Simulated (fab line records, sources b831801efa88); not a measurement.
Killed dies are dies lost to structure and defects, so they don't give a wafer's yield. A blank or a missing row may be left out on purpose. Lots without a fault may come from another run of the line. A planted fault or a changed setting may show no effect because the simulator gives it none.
fab line records | flow sfq_line
record lots=6 wafers=18 last_day=92
route steps=325 shown M7@285 I7@296
lots that met no fault: from a run of the same line without faults
start_h: hours from the record's first day to the start of the lot's first wafer shown | wait_h: hours since the lot's step before | " the same as in the row above | L1.1+2: a row that stands for several wafers | - no value, or no start given | * or withheld: withheld | < > ~ a bound
route shown NAME@n: a module of which the file shows steps, and the number in the route of the first | usual: mean/standard deviation of fault-free wafers | same: alike in all rows | chamber/n: place in a boat | sites: the reading at each site | _std_site: their standard deviation | _edge_site: outer sites' mean less inner sites' | radius_mm: how far each site lies from the wafer's centre | mask NAME#n: copy n | behind: the tool/chamber that last shaped the wafer | hold: why the lot was held/for how many hours/how that ended | device: the transistor (n, p or np) that didn't switch | end of line: the same wafers' tests at the end of the route | a step without rows: its recipe alone | killed: dies lost to structure and defects at the first sort, not the wafer's yield | map: a wafer's dies, x killed, . not, _ none there
set.NAME: the setting as run; set.NAME@STEP: as run at that earlier step | model.NAME: the simulator's own value behind a step, which no gauge read
lots at some steps of the route; a table a step, a row a wafer
services: from which hour (start_h, from the record's first day; less than 0 if before it) a tool's chamber was out of use, for how many hours, and why
## steps
# step SFQ_TRILAYER_M7_LITHO_COAT_182
# recipe resist=BARC spin_rpm=3000 resist_thk_nm=62
# step SFQ_TRILAYER_M7_LITHO_COAT_177
# recipe resist=KrF spin_rpm=3000 resist_thk_nm=600
# step SFQ_TRILAYER_M7_LITHO_SOFTBAKE_181
# recipe temp_c=withheld time_s=withheld resist=KrF
# step SFQ_TRILAYER_M7_LITHO_EXPOSE_178
# recipe mask_id=M7 na=0.6 source_shape=conventional sigma_outer=0.65 target_cd_nm=500 dose_mj=14.4
# step SFQ_TRILAYER_M7_LITHO_PEB_180
# recipe peb_temp_c=115 peb_time_s=60 resist=KrF
# step SFQ_TRILAYER_M7_LITHO_DEVELOP_179
# recipe time_s=60 resist=KrF
# step SFQ_M7_OVL_MEAS_945
# usual M7_OVL=-2/4.3
# columns lot.wafer tool chamber start_h wait_h M7_OVL[nm]
L982.1 overlay-01 - 1711.11 0.1 5
L982.3 " - " " 1
L982.4 " - " " -6
L991.1 overlay-01 - 1919.26 0.1 -3
L991.4 " - " " 4
L991.5 " - " " -4
L996.2 overlay-01 - 2035.23 0.1 6
L996.3 " - " " -3
L996.4 " - " " 5
L997.3 overlay-01 - 2038.83 0.1 -6
L997.4 " - " " -9
L997.6 " - " " -4
L998.1 overlay-02 - 2045.05 0.1 -10
L998.4 " - " " -3
L998.5 " - " " -5
L105.1 overlay-01 - 2124.62 0.1 0
L105.4 " - " " -3
L105.6 " - " " -2
# step SFQ_TRILAYER_M7_BARC_OPEN_METAL_ETCH_229
# recipe mask_material=PR chemistry=O2 target_depth_nm=125 target=BARC icp_w=600 bias_w=80 pressure_mtorr=10 time_s=41.7
# usual drypump_motor_current_A=5.71/0.22 oes_product_au=0.686/0.0047 rf_fwd_power_W=593.3/2
# columns lot.wafer tool chamber start_h wait_h drypump_motor_current_A oes_product_au rf_fwd_power_W rf_hours_counter_h
L982.1 rie_metal-03 1 1711.14 0.0 5.74 0.686 591.4 43
L982.3 " 0 " " 5.90 0.689 593.1 -
L982.4 " 1 " " 5.77 0.685 592.5 -
L991.1 rie_metal-03 0 1919.29 0.0 5.92 0.690 594.4 110
L991.4 " 0 " " 5.90 0.685 594.6 -
L991.5 " 0 " " 5.90 0.693 595.1 -
L996.2 rie_metal-04 0 2035.26 0.0 5.76 0.681 594.9 107
L996.3 " 0 " " 5.75 0.685 592.1 -
L996.4 " 1 " " 6.16 0.683 594.7 -
L997.3 rie_metal-03 0 2038.88 0.0 5.93 0.683 591.0 -
L997.4 " 1 " " 5.77 0.685 594.7 -
L997.6 " 1 " " 5.74 0.686 595.8 -
L998.1 rie_metal-03 1 2045.08 0.0 5.74 0.686 592.3 90
L998.4 " 1 " " 5.71 0.685 593.6 -
L998.5 " 1 " " 5.72 0.679 591.9 -
L105.1 rie_metal-04 0 2124.66 0.0 5.77 0.690 593.7 118
L105.4 " 1 " " 6.15 0.694 593.6 -
L105.6 " 1 " " 6.13 0.685 592.7 -
# step SFQ_TRILAYER_M7_ETCH_METAL_ETCH_180
# recipe target=Nb stop_on=SiO2 mask_material=PR chemistry=Cl2/Ar target_depth_nm=240 icp_w=600 bias_w=80 pressure_mtorr=10 time_s=120
# usual drypump_motor_current_A=5.71/0.22 oes_product_au=0.894/0.0064 rf_fwd_power_W=596.9/1.8
# columns lot.wafer tool chamber start_h wait_h drypump_motor_current_A oes_product_au rf_fwd_power_W rf_hours_counter_h
L982.1 rie_metal-03 1 1711.20 0.0 5.76 0.897 598.5 43
L982.3 " 0 " " 5.91 0.896 593.7 -
L982.4 " 1 " " 5.75 0.895 596.1 -
L991.1 rie_metal-03 0 1919.35 0.0 5.91 0.894 597.7 110
L991.4 " 0 " " 5.89 0.896 599.8 -
L991.5 " 0 " " 5.92 0.894 597.4 -
L996.2 rie_metal-04 0 2035.32 0.0 5.77 0.895 595.0 107
L996.3 " 0 " " 5.78 0.893 597.9 -
L996.4 " 1 " " 6.15 0.901 599.7 -
L997.3 rie_metal-03 0 2038.96 0.1 5.90 0.912 594.9 -
L997.4 " 1 " " 5.77 0.905 595.5 -
L997.6 " 1 " " 5.75 0.896 599.1 -
L998.1 rie_metal-03 1 2045.20 0.1 5.72 0.884 592.3 90
L998.4 " 1 " " 5.76 0.892 596.1 -
L998.5 " 1 " " 5.76 0.888 594.5 -
L105.1 rie_metal-04 0 2124.72 0.0 5.78 0.882 597.5 118
L105.4 " 1 " " 6.18 0.903 596.1 -
L105.6 " 1 " " 6.15 0.894 598.5 -
# step SFQ_TRILAYER_M7_STRIP_STRIP_181
# recipe gas=O2 power_w=200 platen_temp_c=40 overash_fraction=0.65 chemistry=O2 pressure_mtorr=50
# usual drypump_motor_current_A=5.70/0.22 oes_product_au=1.001/0.0086
# columns lot.wafer tool chamber start_h wait_h drypump_motor_current_A oes_product_au rf_hours_counter_h
L982.1 rie_metal-03 1 1711.33 0.1 5.74 1.004 43
L982.3 " 0 " " 5.91 0.989 -
L982.4 " 1 " " 5.72 0.992 -
L991.1 rie_metal-03 0 1919.48 0.1 5.91 0.991 110
L991.4 " 0 " " 5.90 1.006 -
L991.5 " 0 " " 5.92 0.999 -
L996.2 rie_metal-04 0 2035.44 0.1 5.77 0.991 107
L996.3 " 0 " " 5.79 1.000 -
L996.4 " 1 " " 6.16 0.992 -
L997.3 rie_metal-03 0 2039.24 0.2 5.92 1.003 -
L997.4 " 1 " " 5.76 0.998 -
L997.6 " 1 " " 5.75 0.988 -
L998.1 rie_metal-03 1 2045.45 0.2 5.73 1.004 90
L998.4 " 1 " " 5.71 0.998 -
L998.5 " 1 " " 5.77 0.995 -
L105.1 rie_metal-04 0 2124.84 0.1 5.78 1.005 119
L105.4 " 1 " " 6.20 0.997 -
L105.6 " 1 " " 6.12 1.003 -
# step SFQ_TRILAYER_M7_STRIP_SOLV_CLEAN_182
# recipe chemistry=NMP temp_c=70 time_s=600
# step SFQ_TRILAYER_I7_DEP_PECVD_183
# recipe material=SiO2 temp_c=150 time_s=111.11 pressure_torr=2.4 rf_w=183.3 precursor=SiH4/N2O target_thk_nm=500
# usual heater_power_w=90/13 rf_fwd_power_W=182.4/0.6 run_length_s=139.2/0.54 showerhead_vpp_V=832/39 throttle_valve_pct=24.1/1.2
# columns lot.wafer tool chamber start_h wait_h heater_power_w rf_fwd_power_W run_length_s showerhead_vpp_V throttle_valve_pct model.SiO2_of_TRILAYER_I7_DEP_PECVD_183.thk_nm
L982.1 pecvd-03 2 1712.12 0.0 101 182.4 139.2 837 22.8 499.8
L982.3 " 1 " " 79 182.7 140.1 889 22.8 497.1
L982.4 " 0 " " 81 182.9 138.0 768 24.7 511.8
L991.1 pecvd-01 1 1920.25 0.0 107 181.8 139.7 816 22.6 490.2
L991.4 " 0 " " 84 182.3 139.3 880 23.7 489.9
L991.5 " 1 " " 116 181.4 139.6 827 22.7 496.9
L996.2 pecvd-03 2 2036.22 0.0 102 182.0 166.7 837 23.7 622.1
L996.3 " 1 " " 82 182.5 167.1 869 23.5 629.7
L996.4 " 2 " " 106 181.9 167.1 833 23.6 635.6
L997.3 pecvd-02 1 2039.83 0.0 103 181.5 138.9 797 27.3 512.9
L997.4 " 1 " " 107 181.9 138.6 812 27.4 513.3
L997.6 " 2 " " 88 181.8 139.5 778 24.2 514.4
L998.1 pecvd-03 1 2046.83 0.0 78 182.7 167.7 894 23.8 618.2
L998.4 " 0 " " 70 182.4 166.1 785 25.4 634.6
L998.5 " 2 " " 95 181.9 166.6 841 23.4 631
L105.1 pecvd-03 0 2125.62 0.0 81 182.6 138.0 787 25.2 494.1
L105.4 " 1 " " 71 182.2 139.5 883 23.3 504
L105.6 " 2 " " 85 181.8 138.9 845 23.8 492.7
# step SFQ_TRILAYER_I7_CMP_CMP_184
# recipe material=SiO2 down_force_psi=3 platen_rpm=60 pad_velocity_m_s=0.94248
# usual motor_current_A=10.0/1.1 retaining_ring_pressure_frac=1.000/0.0047 time_to_endpoint_s=217/8.1
# columns lot.wafer tool chamber start_h wait_h motor_current_A retaining_ring_pressure_frac time_to_endpoint_s
L982.1 cmp-01 0 1712.88 0.7 9.1 0.993 213
L982.4 " 1 " " 11.5 1.001 226
L982.3 " 3 1714.38 2.2 10.2 1.003 207
L991.4 cmp-02 1 1921.33 1.0 9.8 0.997 208
L991.1 " 2 " " 8.1 1.000 209
L991.5 " 3 " " 11.5 0.997 207
L996.3 cmp-02 2 2039.20 2.9 7.8 1.005 323
L996.2 " 3 " " 11.5 0.994 310
L996.4 " 0 " " 10.1 0.997 330
L997.4 cmp-02 1 2041.70 1.8 9.8 1.002 236
L997.3 " 2 " " 8.0 0.996 238
L997.6 " 1 2043.70 3.8 10.1 0.999 226
L998.1 cmp-02 3 2047.41 0.5 10.8 1.008 301
L998.4 " 0 " " 10.5 1.003 319
L998.5 " 3 2049.41 2.5 11.2 1.003 306
L105.1 cmp-02 3 2126.20 0.5 11.1 1.000 209
L105.4 " 1 2127.20 1.5 10.1 0.997 216
L105.6 " 3 2128.20 2.5 11.5 0.999 200
# step SFQ_I7_BOW_MEAS_946
# recipe mode=bow
# usual I7_BOW=7/11
# columns lot.wafer tool chamber start_h wait_h I7_BOW[um]
L982.1 film_metro-02 - 1715.88 2.5 13
L982.3 " - " " 17
L982.4 " - " " 12
L991.1 film_metro-03 - 1923.33 1.0 -4
L991.4 " - " " -2
L991.5 " - " " 0
L996.2 film_metro-01 - 2041.72 1.5 -9
L996.3 " - " " -9
L996.4 " - " " -15
L997.3 film_metro-03 - 2044.74 2.0 7
L997.4 " - " " 15
L997.6 " - " " 13
L998.1 film_metro-03 - 2049.91 2.0 23
L998.4 " - " " 20
L998.5 " - " " 17
L105.1 film_metro-01 - 2128.70 2.0 -3
L105.4 " - " " -15
L105.6 " - " " -12
## services
# columns tool chamber start_h hours kind
rie_metal-03 - 1716.63 1.1 repair
cmp-02 - 1740.95 1.9 repair
cmp-02 - 1746.42 1.0 repair
rie_metal-04 - 1747.19 0.8 repair
cmp-02 - 1757.83 4.7 pm
rie_metal-04 1 1758.98 3.3 repair
pecvd-03 - 1775.42 0.8 repair
pecvd-03 - 1797.65 20.5 repair
pecvd-03 2 1802.81 4.7 repair
rie_metal-04 - 1804.38 14.6 pm
pecvd-03 - 1809.10 1.3 repair
pecvd-03 - 1823.93 14.6 pm
rie_metal-04 - 1842.25 0.8 repair
rie_metal-04 1 1879.19 17.4 repair
cmp-02 - 1907.58 3.4 repair
rie_metal-03 - 1921.86 2.8 pm
cmp-02 - 1930.16 0.3 repair
cmp-02 - 1939.08 4.0 pm
rie_metal-04 0 1944.04 10.8 repair
rie_metal-03 0 1993.56 3.7 repair
pecvd-03 - 2000.80 2.8 pm
cmp-02 - 2001.46 0.5 repair
rie_metal-04 - 2002.76 4.1 repair
cmp-02 - 2016.94 3.1 repair
## key
first_sign step=SFQ_TRILAYER_I7_DEP_PECVD_183 reading=run_length_s direction=up sigmas=51 usual=* struck=*
effect step=SFQ_TRILAYER_I7_CMP_CMP_184 reading=time_to_endpoint_s direction=up sigmas=12 usual=* struck=*
model_effect step=SFQ_TRILAYER_I7_DEP_PECVD_183 value=SiO2_of_TRILAYER_I7_DEP_PECVD_183.thk_nm without=503.8 struck=628.5
met_at SFQ_TRILAYER_I7_DEP_PECVD_183
struck_wafers L996.2,L996.3,L996.4,L998.1,L998.4,L998.5
onset_between 1712.12 2036.22
fault kind=process_parameter_drift tool=pecvd-03 chamber=- onset_h=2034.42 steps=SFQ_TRILAYER_I7_DEP_PECVD_183 channel=time_s offset=* shape=step end_h=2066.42 acts_in=* stated=*
